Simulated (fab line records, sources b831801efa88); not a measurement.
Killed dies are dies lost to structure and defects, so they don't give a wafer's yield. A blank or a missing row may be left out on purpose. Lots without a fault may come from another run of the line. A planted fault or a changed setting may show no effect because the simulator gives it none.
One fault seen from 2 desks | flow sky130 | each desk has only its own numbers; what lay behind them comes last

THE TOOL OWNER'S DESK: litho_track-04
The tool's own readings at SKY_VT_ADJUST_LVTN_SOFTBAKE_03: means of the sampled wafers that have a number, for each lot that ran on this tool. A lot is out of limits, marked OUT, if its mean lies more than 4 standard deviations from the usual mean; the brackets give that distance.
Columns: A = chill_plate_temp_C at SKY_VT_ADJUST_LVTN_SOFTBAKE_03, usual 23.00 C; B = heater_power_total_W at SKY_VT_ADJUST_LVTN_SOFTBAKE_03, usual 65.34 W; C = plate_temp_C at SKY_VT_ADJUST_LVTN_SOFTBAKE_03, usual 109.98 C; D = resist_line_temp_C at SKY_VT_ADJUST_LVTN_SOFTBAKE_03, usual 22.99 C
lot  | first seen here | A     | B               | C                | D
L334 | day 7 03:46     | 23.02 | 65.34           | 110.03           | 22.87
L337 | day 7 20:19     | 23.03 | 65.56           | 109.97           | 22.90
L342 | day 9 09:29     | 23.08 | 65.28           | 110.05           | 23.09
L343 | day 9 16:32     | 23.08 | 65.31           | 109.98           | 22.95
L351 | day 11 20:47    | 23.08 | 58.57 (-52) OUT | 101.29 (-67) OUT | 23.08
L353 | day 12 05:59    | 22.96 | 58.57 (-52) OUT | 101.39 (-66) OUT | 23.15
This desk's finding: out of limits on L351, L353; first on L351, day 11 20:47 (heater_power_total_W at SKY_VT_ADJUST_LVTN_SOFTBAKE_03). In limits: L334, L337, L342, L343.

THE METROLOGY DESK
What the gauges read, lot by lot, whatever tool the lot ran on: means of the sampled wafers that have a number. A lot is out of limits, marked OUT, if its mean lies more than 4 standard deviations from the usual mean; the brackets give that distance.
Columns: A = NWELL_OXIDATION_THK at SKY_NWELL_THK_MEAS_02, usual 10.00 nm; B = DNWELL_TW at SKY_DNWELL_TW_MEAS_09, usual 1098; C = VT_ADJUST_NCORE_OVL at SKY_VT_ADJUST_NCORE_OVL_MEAS_08, usual -0.3 nm
lot  | first seen here | A     | B    | C
L333 | day 2 18:09     | 9.96  | 1094 | -2.0
L334 | day 3 00:02     | 9.95  | 1090 | 0.0
L335 | day 3 07:36     | 10.16 | 1096 | -2.2
L337 | day 3 14:17     | 10.06 | 1085 | 1.5
L338 | day 3 20:52     | 9.91  | 1136 | 0.2
L339 | day 3 23:51     | 9.82  | 1093 | 1.8
L342 | day 4 19:36     | 9.79  | 1093 | -0.5
L343 | day 5 01:16     | 9.75  | 1080 | -0.3
L351 | day 6 23:30     | 10.18 | 1082 | -0.5
L353 | day 7 04:35     | 9.84  | 1100 | 0.2
L354 | day 7 08:50     | 9.95  | 1134 | 0.3
L355 | day 7 11:36     | 10.09 | 1088 | -0.0
This desk's finding: nothing out of limits on any of the 12 lots.

PUT TOGETHER
The tool owner's desk could have raised an alarm at day 11 20:47, on L351, L353.
The metrology desk saw nothing out of limits.
The metrology desk has L351, L353 on record, within its limits.
Of the lots named, all ran SKY_VT_ADJUST_LVTN_SOFTBAKE_03 on litho_track-04.

WHAT THE SIMULATOR HAD PUT IN
Process parameter drift: litho_track-04, from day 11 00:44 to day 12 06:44, at SKY_VT_ADJUST_LVTN_SOFTBAKE_03. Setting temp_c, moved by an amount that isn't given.
Lots struck among those shown: L351, L353.
Hours from the fault's start to each desk's first reading out of limits: the tool owner's desk, 20.
